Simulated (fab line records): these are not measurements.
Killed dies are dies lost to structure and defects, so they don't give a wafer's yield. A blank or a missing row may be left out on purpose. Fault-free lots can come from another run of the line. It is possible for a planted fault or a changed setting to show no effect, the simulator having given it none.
Comparing a struck lot with a sound one :: flow sky130 :: 32 out of 708 route steps
Sound: these wafers, L447.2, L447.3, L447.4. Struck: wafer L434.6 (left out: L434.1, L434.5 of the same lot, which were not struck); the cause appears at the end.
For every step that has rows: the tool of each side, followed by ch and its chambers, followed by its first start. Under that, the readings that differ: sound wafers :: struck wafers :: difference of the means :: sigmas: that difference in standard deviations of wafers without a fault.
alike: words and numbers the same on both sides, and readings whose means are apart by under 2 such deviations; not compared: readings that were withheld, readings missing a value for some wafer, numbers with overlapping values and no deviation given by the record, and bounds like >300 which may hide the same value.
A row with sigmas, a row that says differs or no value, or rows on one side alone: a step with any of these is where the two part. Numbers that don't overlap but have no deviation are shown without sigmas and don't part them. A reading that every wafer of one side lacks parts them only if that side has two wafers or more.

first, 4 steps without rows for these wafers: SKY_LOCAL_INTERCONNECT_SOFTBAKE_07 (time 90 s); SKY_LOCAL_INTERCONNECT_EXPOSE_08 (exposes mask LI1M, target cd 170 nm); SKY_LOCAL_INTERCONNECT_PEB_09; SKY_LOCAL_INTERCONNECT_DEVELOP_10 (develop time 60 s).
SKY_LOCAL_INTERCONNECT_CD_MEAS_11 targets a cd of 170 nm.
  struck on cdSem-02, day 32 12:53; sound on cdSem-02, day 35 20:29
  alike: cdNm
SKY_LOCAL_INTERCONNECT_OVL_MEAS_12:
  struck on overlay-01, day 32 13:00; sound on overlay-01, day 35 20:35
  alike: LOCAL_INTERCONNECT_OVL
SKY_LOCAL_INTERCONNECT_ETCH_13: etches BARC in N2/H2, stops on SiO2, time 45.9 s, target depth 60 nm.
  sound on rieMetal-04 ch 0,1, day 35 20:37; struck on rieMetal-02 ch 1, day 32 13:02
  alike: drypumpMotorCurrentA, oesProductAu, throttleValvePct
  not compared: rfHoursCounterH
SKY_LOCAL_INTERCONNECT_METAL_ETCH_14: etches TiN in Cl2/BCl3, stops on PSG, target depth 110 nm, time 31.4 s.
  sound on rieMetal-04 ch 0,1, day 35 20:41; struck on rieMetal-02 ch 1, day 32 13:06
  alike: drypumpMotorCurrentA, mfcCl2Sccm, oesProductAu, throttleValvePct
  not compared: rfHoursCounterH
SKY_LOCAL_INTERCONNECT_STRIP_15: strips in O2/N2.
  sound on plasmaAsher-03 ch 0,1, day 35 20:44; struck on plasmaAsher-04 ch 1, day 32 13:09
reading: drypumpMotorCurrentA (A)
sound: 5.41 5.37 5.28
struck: 5.80
difference: +0.45
sigmas: +3
  alike: oesProductAu, stripTimeToEndpointS
  not compared: rfHoursCounterH
then, 3 steps without rows for these wafers: SKY_LOCAL_INTERCONNECT_STRIP_16 (strips in post etch residue remover, time 1200 s); SKY_LOCAL_INTERCONNECT_CLEAN_17 (cleans in IPA, time 180 s); SKY_LOCAL_INTERCONNECT_CLEAN_18 (cleans in O3/DIW).
SKY_CONTACT_CVD_00: deposits Si3N4, target thk 75 nm.
  sound on pecvd-04 ch 0,1, day 35 21:27; struck on pecvd-02 ch 2, day 32 13:45
reading: model.Si3N4_of_CONTACT_CVD_00.thkNm (nm)
sound: 74.07 75.2 75.42
struck: 36.07
difference: -38.83
sigmas: 
  alike: heaterPowerW
SKY_CONTACT_THK_MEAS_01:
  struck on filmMetro-03, day 32 13:48; sound on filmMetro-02, day 35 21:30
reading: CONTACT_CVD_00_THK (nm)
sound: 74.1 75.2 75.4
struck: 36.1
difference: -38.8
sigmas: -45
then, 1 step without rows for these wafers: SKY_CONTACT_HDPCVD_02 (deposits SiO2, target thk 565 nm, time 94.2 s).
SKY_CONTACT_THK_MEAS_03:
  struck on filmMetro-02, day 32 13:56; sound on filmMetro-04, day 35 21:38
  alike: CONTACT_HDPCVD_THK
SKY_CONTACT_CMP_04: polishes SiO2.
  sound on cmp-02 ch 0,1,2, day 35 21:41; struck on cmp-01 ch 3, day 32 13:59
  alike: motorCurrentA, slurryFlowMlMin
SKY_CONTACT_BOW_MEAS_05:
  struck on filmMetro-02, day 32 14:17; sound on filmMetro-04, day 35 22:00
  alike: CONTACT_BOW
then, 8 steps without rows for these wafers: SKY_CONTACT_DEHYDRATE_06 (time 60 s); SKY_CONTACT_HMDS_07 (prime time 60 s); SKY_CONTACT_COAT_08 (resist thk 60 nm); SKY_CONTACT_COAT_09 (resist thk 450 nm); SKY_CONTACT_SOFTBAKE_10 (time 90 s); SKY_CONTACT_EXPOSE_11 (exposes mask CTM1, target cd 170 nm); SKY_CONTACT_PEB_12; SKY_CONTACT_DEVELOP_13 (develop time 60 s).
SKY_CONTACT_CD_MEAS_14 targets a cd of 170 nm.
  struck on cdSem-01, day 33 17:28; sound on cdSem-02, day 37 00:56
  alike: cdNm
SKY_CONTACT_OVL_MEAS_15:
  struck on overlay-02, day 33 17:35; sound on overlay-01, day 37 01:02
  alike: CONTACT_OVL
then, 2 steps without rows for these wafers: SKY_CONTACT_ETCH_16 (etches BARC in N2/H2, stops on SiO2, time 45.9 s, target depth 60 nm); SKY_CONTACT_ETCH_17 (etches SiO2 in C4F8/O2/Ar, stops on Si3N4, target depth 340 nm).
SKY_CONTACT_ETCH_18: etches Si3N4 in CHF3/O2, stops on TiN, time 39 s, target depth 75 nm.
  sound on rieDiel-01 ch 0,1,3; struck on rieDiel-03 ch 0
reading: drypumpMotorCurrentA (A)
sound: 4.9 5.2 5.6
struck: 6.8
difference: +1.6
sigmas: +3

reading: oesProductAu (a.u.)
sound: 0.853 0.855 0.860
struck: 0.615
difference: -0.241
sigmas: -36

reading: throttleValvePct (%)
sound: 8.774 8.778 8.780
struck: 8.720
difference: -0.057
sigmas: -6

reading: model.etch.depthNm (nm)
sound: 74.07 75.2 75.42
struck: 36.07
difference: -38.83
sigmas: 
  not compared: rfHoursCounterH
SKY_CONTACT_STRIP_19: strips in O2/N2.
  sound on plasmaAsher-02 ch 0,1, day 37 01:12; struck on plasmaAsher-01 ch 0, day 33 17:45
  alike: drypumpMotorCurrentA, oesProductAu, stripTimeToEndpointS
  not compared: rfHoursCounterH

## WHERE THEY PART
Last at SKY_CONTACT_ETCH_18 as far as this record goes, first at SKY_LOCAL_INTERCONNECT_STRIP_15. Later steps at which nothing parts them and some readings are alike: SKY_CONTACT_STRIP_19.

WHY: whatever the simulator had introduced
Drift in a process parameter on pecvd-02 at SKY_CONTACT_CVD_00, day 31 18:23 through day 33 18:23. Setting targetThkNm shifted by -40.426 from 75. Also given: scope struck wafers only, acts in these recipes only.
